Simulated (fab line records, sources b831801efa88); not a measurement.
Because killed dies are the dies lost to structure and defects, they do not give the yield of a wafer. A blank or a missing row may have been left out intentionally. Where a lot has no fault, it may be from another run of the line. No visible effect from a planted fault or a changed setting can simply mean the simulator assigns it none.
fab line records	flow sky130
record lots=5	wafers=15	last-day=49
route steps=708 shown LDD_N@245 LDD_P@255
lots that met no fault: from a run of the same line without faults
start-h: hours from the record's first day to the start of the lot's first wafer shown	wait-h: hours elapsed since this lot's preceding step	" same as the row above	L1.1+2: one row covering several wafers at once	- no value, or no start given	* or withheld: withheld	< > ~ a bound
route shown NAME@n: NAME is a module with steps in the file, n the number in the route of the first one	usual: the fault-free wafers' mean and standard deviation	same: alike in all rows	chamber/n: place in a boat	sites: each site's reading	_std_site: standard deviation of those values	_edge_site: the outer-site mean with the inner-site mean subtracted	radius-mm: for every site, how far away it sits from the centre of the wafer	mask NAME#n: copy n	behind: tool/chamber where the wafer was last shaped	hold: what put the lot on hold/how long, in hours/how the hold closed	device: which transistor (n, p or np) failed to switch	end of line: the same wafers' tests at the end of the route	a step with no rows: only its recipe	killed: count of dies lost to structure and defects at first sort (not the wafer's yield)	map: the dies of a wafer, with x for killed, . for not killed, _ for no die there
set.NAME: the setting as run; set.NAME@STEP: as run at that earlier step	model.NAME: the simulator's own value behind a step, which no gauge read
lots at selected steps of the route; one table per step, one row per wafer
services: from which hour (start-h, from the record's first day; less than 0 if before it) a tool's chamber was out of use, for how many hours, and why
## steps
# step SKY_LDD_N_IMPLANT_08
# recipe species=As	energy-kev=20	dose-cm2=7.5e+13	tilt-deg=withheld	rotation-deg=23
# step SKY_LDD_N_IMPLANT_09
# recipe species=As	energy-kev=20	dose-cm2=7.5e+13	tilt-deg=withheld	rotation-deg=113
# step SKY_LDD_N_IMPLANT_10
# recipe species=As	energy-kev=20	dose-cm2=7.5e+13	tilt-deg=withheld	rotation-deg=203
# step SKY_LDD_N_IMPLANT_11
# recipe species=As	energy-kev=20	dose-cm2=7.5e+13	tilt-deg=withheld	rotation-deg=293
# step SKY_LDD_N_IMPLANT_12
# recipe species=BF2	energy-kev=50	dose-cm2=5e+12	tilt-deg=30	rotation-deg=0
# step SKY_LDD_N_IMPLANT_13
# recipe species=BF2	energy-kev=50	dose-cm2=5e+12	tilt-deg=30	rotation-deg=90
# step SKY_LDD_N_IMPLANT_14
# recipe species=BF2	energy-kev=50	dose-cm2=5e+12	tilt-deg=30	rotation-deg=180
# step SKY_LDD_N_IMPLANT_15
# recipe species=BF2	energy-kev=50	dose-cm2=5e+12	tilt-deg=30	rotation-deg=270
# step SKY_LDD_N_STRIP_16
# recipe chemistry=O2/N2	power-w=1400	pressure-mtorr=1500	platen-temp-c=withheld	o2-flow-sccm=3000	n2-flow-sccm=300	overash-fraction=0.5
# usual drypump-motor-current-A=5.7/0.4	oes-product-au=0.407/0.0044	strip-time-to-endpoint-s=4.317/0.015
lot.wafer	tool	chamber	start-h	wait-h	drypump-motor-current-A	oes-product-au	rf-hours-counter-h	strip-time-to-endpoint-s
L540.1	plasma-asher-02	0	431.13	0.1	6.3	0.408	0	4.304
L540.4	"	0	"	"	6.4	0.405	-	4.319
L540.6	"	0	"	"	6.3	0.413	-	4.321
L545.4	plasma-asher-02	0	470.93	0.1	6.3	0.400	-	4.301
L545.5	"	0	"	"	6.3	0.402	-	4.313
L545.6	"	1	"	"	5.2	0.406	-	4.299
L550.1	plasma-asher-04	1	515.96	0.1	5.7	0.400	80	4.339
L550.2	"	0	"	"	5.3	0.405	80	4.339
L550.6	"	1	"	"	5.6	0.403	-	4.321
L555.3	plasma-asher-02	0	551.85	0.1	6.4	0.407	-	4.341
L555.5	"	0	"	"	6.3	0.406	-	4.331
L555.6	"	1	"	"	5.2	0.406	-	4.329
L557.1	plasma-asher-02	1	571.05	0.1	5.2	0.406	15	4.324
L557.5	"	0	"	"	6.4	0.413	-	4.346
L557.6	"	1	"	"	5.2	0.395	-	4.340
# step SKY_LDD_N_TW_MEAS_17
# usual LDD_N_TW=2579/23
lot.wafer	tool	chamber	start-h	wait-h	LDD_N_TW
L540.1	film-metro-02	-	431.23	0.1	2556
L540.4	"	-	"	"	2558
L540.6	"	-	"	"	2579
L545.4	film-metro-04	-	471.03	0.1	2610
L545.5	"	-	"	"	2584
L545.6	"	-	"	"	2609
L550.1	film-metro-03	-	516.06	0.1	2585
L550.2	"	-	"	"	2593
L550.6	"	-	"	"	2594
L555.3	film-metro-02	-	551.93	0.1	2542
L555.5	"	-	"	"	2544
L555.6	"	-	"	"	2538
L557.1	film-metro-03	-	571.15	0.1	2606
L557.5	"	-	"	"	2593
L557.6	"	-	"	"	2603
# step SKY_LDD_P_DEHYDRATE_00
# recipe temp-c=200	time-s=60
# step SKY_LDD_P_HMDS_01
# recipe prime-time-s=60	prime-temp-c=120
# step SKY_LDD_P_COAT_02
# recipe resist=NOVOLAK	spin-rpm=3000	resist-thk-nm=1140
# usual spin-speed-rpm=3000.1/2.2
lot.wafer	tool	chamber	start-h	wait-h	spin-speed-rpm	model.NOVOLAK_of_LDD_P_COAT_02.thk-nm
L540.1	litho-track-01	0	446.05	0.1	3000.3	1138
L540.4	"	0	"	"	2997.7	1138
L540.6	"	0	"	"	2999.8	1144
L545.4	litho-track-04	0	486.34	0.1	2999.2	1140
L545.5	"	0	"	"	3006.1	1141
L545.6	"	0	"	"	2996.9	1192
L550.1	litho-track-03	0	531.09	0.1	2999.0	1145
L550.2	"	0	"	"	3000.1	1148
L550.6	"	0	"	"	3003.4	1143
L555.3	litho-track-01	0	566.90	0.1	2998.4	1138
L555.5	"	0	"	"	3003.4	1138
L555.6	"	0	"	"	2999.7	1138
L557.1	litho-track-04	0	585.36	0.1	2999.7	1145
L557.5	"	0	"	"	3001.3	1141
L557.6	"	0	"	"	2999.4	1140
# step SKY_LDD_P_SOFTBAKE_03
# recipe temp-c=90	time-s=60	resist=NOVOLAK
# step SKY_LDD_P_EXPOSE_04
# recipe mask-id=PSDM	na=0.6	source-shape=conventional	sigma-outer=0.6	polarization=unpolarized	target-cd-nm=380	dose-mj=138
# step SKY_LDD_P_PEB_05
# recipe temp-c=withheld	time-s=*	resist=NOVOLAK
# step SKY_LDD_P_DEVELOP_06
# recipe resist=NOVOLAK	developer=TMAH	develop-time-s=60	dev-temp-c=23
# same develop-time-s=60
lot.wafer	tool	chamber	start-h	wait-h	model.NOVOLAK_of_LDD_P_COAT_02.thk-nm
L540.1+4	litho-track-01	0	461.90	0.1	1137
L540.6	"	0	"	"	1144
L545.4+5	litho-track-04	0	501.59	0.1	1140
L545.6	"	0	"	"	1192
L550.1	litho-track-04	0	545.76	0.1	1145
L550.2	"	0	"	"	1147
L550.6	"	0	"	"	1143
L555.3+5	litho-track-03	0	582.04	0.1	1138
L555.6	"	0	"	"	1137
L557.1	litho-track-03	0	600.34	0.1	1144
L557.5	"	0	"	"	1141
L557.6	"	0	"	"	1139
# step SKY_LDD_P_CD_MEAS_07
# recipe target-cd-nm=380
# usual cd-nm=379.7/2.9
lot.wafer	tool	chamber	start-h	wait-h	cd-nm
L540.1	cd-sem-02	-	462.05	0.1	380.4
L540.4	"	-	"	"	380.1
L540.6	"	-	"	"	382.0
L545.4	cd-sem-01	-	501.72	0.1	377.0
L545.5	"	-	"	"	376.6
L545.6	"	-	"	"	372.1
L550.1	cd-sem-02	-	545.91	0.1	376.3
L550.2	"	-	"	"	375.0
L550.6	"	-	"	"	375.9
L555.3	cd-sem-01	-	582.18	0.1	387.6
L555.5	"	-	"	"	387.4
L555.6	"	-	"	"	384.8
L557.1	cd-sem-02	-	600.49	0.1	381.1
L557.5	"	-	"	"	377.1
L557.6	"	-	"	"	379.2
# step SKY_LDD_P_OVL_MEAS_08
# usual LDD_P_OVL=0.2/1.4
lot.wafer	tool	chamber	start-h	wait-h	LDD_P_OVL[nm]
L540.1	overlay-01	-	462.17	0.1	-0.3
L540.4	"	-	"	"	-1.6
L540.6	"	-	"	"	-0.2
L545.4	overlay-01	-	501.80	0.1	-1.5
L545.5	"	-	"	"	1.2
L545.6	"	-	"	"	2.4
L550.1	overlay-01	-	546.03	0.1	-0.3
L550.2	"	-	"	"	-0.9
L550.6	"	-	"	"	-0.2
L555.3	overlay-01	-	582.28	0.1	1.4
L555.5	"	-	"	"	0.9
L555.6	"	-	"	"	0.7
L557.1	overlay-02	-	600.61	0.1	1.0
L557.5	"	-	"	"	2.7
L557.6	"	-	"	"	1.2
# step SKY_LDD_P_IMPLANT_09
# recipe species=BF2	energy-kev=25	dose-cm2=1e+13	tilt-deg=withheld
# step SKY_LDD_P_STRIP_10
# recipe chemistry=O2/N2	power-w=1400	pressure-mtorr=1500	platen-temp-c=withheld	o2-flow-sccm=3000	n2-flow-sccm=300	overash-fraction=0.5
# usual drypump-motor-current-A=5.7/0.38	oes-product-au=0.715/0.0046	strip-time-to-endpoint-s=14.19/0.038
lot.wafer	tool	chamber	start-h	wait-h	drypump-motor-current-A	oes-product-au	rf-hours-counter-h	strip-time-to-endpoint-s
L540.1	plasma-asher-04	1	462.36	0.1	5.6	0.719	74	14.15
L540.4	"	1	"	"	5.6	0.713	-	14.15
L540.6	"	0	"	"	5.3	0.716	-	14.23
L545.4	plasma-asher-03	1	502.00	0.1	5.7	0.710	-	14.17
L545.5	"	1	"	"	5.7	0.709	-	14.19
L545.6	"	0	"	"	6.0	0.718	-	14.77
L550.1	plasma-asher-03	1	546.22	0.1	5.7	0.705	71	14.23
L550.2	"	0	"	"	6.0	0.715	71	14.26
L550.6	"	1	"	"	5.7	0.709	-	14.21
L555.3	plasma-asher-02	0	582.48	0.1	6.4	0.721	-	14.15
L555.5	"	1	"	"	5.2	0.715	-	14.14
L555.6	"	0	"	"	6.4	0.718	-	14.14
L557.1	plasma-asher-04	0	600.80	0.1	5.3	0.712	89	14.23
L557.5	"	1	"	"	5.7	0.711	-	14.19
L557.6	"	0	"	"	5.3	0.717	-	14.17
# step SKY_LDD_P_TW_MEAS_11
# usual LDD_P_TW=639.7/2.5
lot.wafer	tool	chamber	start-h	wait-h	LDD_P_TW
L540.1	film-metro-01	-	462.46	0.1	644.1
L540.4	"	-	"	"	643.4
L540.6	"	-	"	"	639.1
L545.4	film-metro-03	-	502.10	0.1	635.3
L545.5	"	-	"	"	631.7
L545.6	"	-	"	"	632.5
L550.1	film-metro-04	-	546.32	0.1	638.4
L550.2	"	-	"	"	639.7
L550.6	"	-	"	"	642.9
L555.3	film-metro-03	-	582.57	0.1	635.9
L555.5	"	-	"	"	638.5
L555.6	"	-	"	"	639.1
L557.1	film-metro-04	-	600.90	0.1	640.6
L557.5	"	-	"	"	642.7
L557.6	"	-	"	"	637.0
## services
tool	chamber	start-h	hours	kind
litho-track-04	-	419.78	-	consumable-replace:filter
plasma-asher-02	-	421.29	9.0	pm
plasma-asher-02	0	421.29	9.0	vent-cycle
plasma-asher-02	1	421.29	9.0	vent-cycle
plasma-asher-02	0	430.29	-	clean
plasma-asher-02	1	430.29	-	clean
plasma-asher-04	-	440.75	2.3	repair
plasma-asher-03	-	448.86	15.6	pm
plasma-asher-02	-	537.13	1.7	repair
plasma-asher-03	-	544.52	1.1	repair
plasma-asher-03	-	558.08	22.2	repair
## key
first-sign step=SKY_LDD_P_STRIP_10	reading=strip-time-to-endpoint-s	direction=up	sigmas=15	usual=*	struck=*
effect none on later readings
model-effect step=SKY_LDD_P_COAT_02	value=NOVOLAK_of_LDD_P_COAT_02.thk-nm	without=1141	struck=1192
model-effect step=SKY_LDD_P_DEVELOP_06	value=NOVOLAK_of_LDD_P_COAT_02.thk-nm	without=1140	struck=1192
met-at SKY_LDD_P_COAT_02
struck-wafers L545.6
tester-left-out L545
fault kind=process-parameter-drift	tool=litho-track-04	chamber=-	onset-h=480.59	steps=SKY_LDD_P_COAT_02	channel=resist-thk-nm	offset=51.698	shape=step	end-h=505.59	scope=struck-wafers-only	acts-in=these-recipes-only	stated=1140
# tester-left-out: of these lots the tester's yield and bins aren't shown, on N5 and GAA mostly nor the transistor test; their killed dies are dies lost to structure and defects alone, not to doping, threshold or leakage, so they don't give the yield
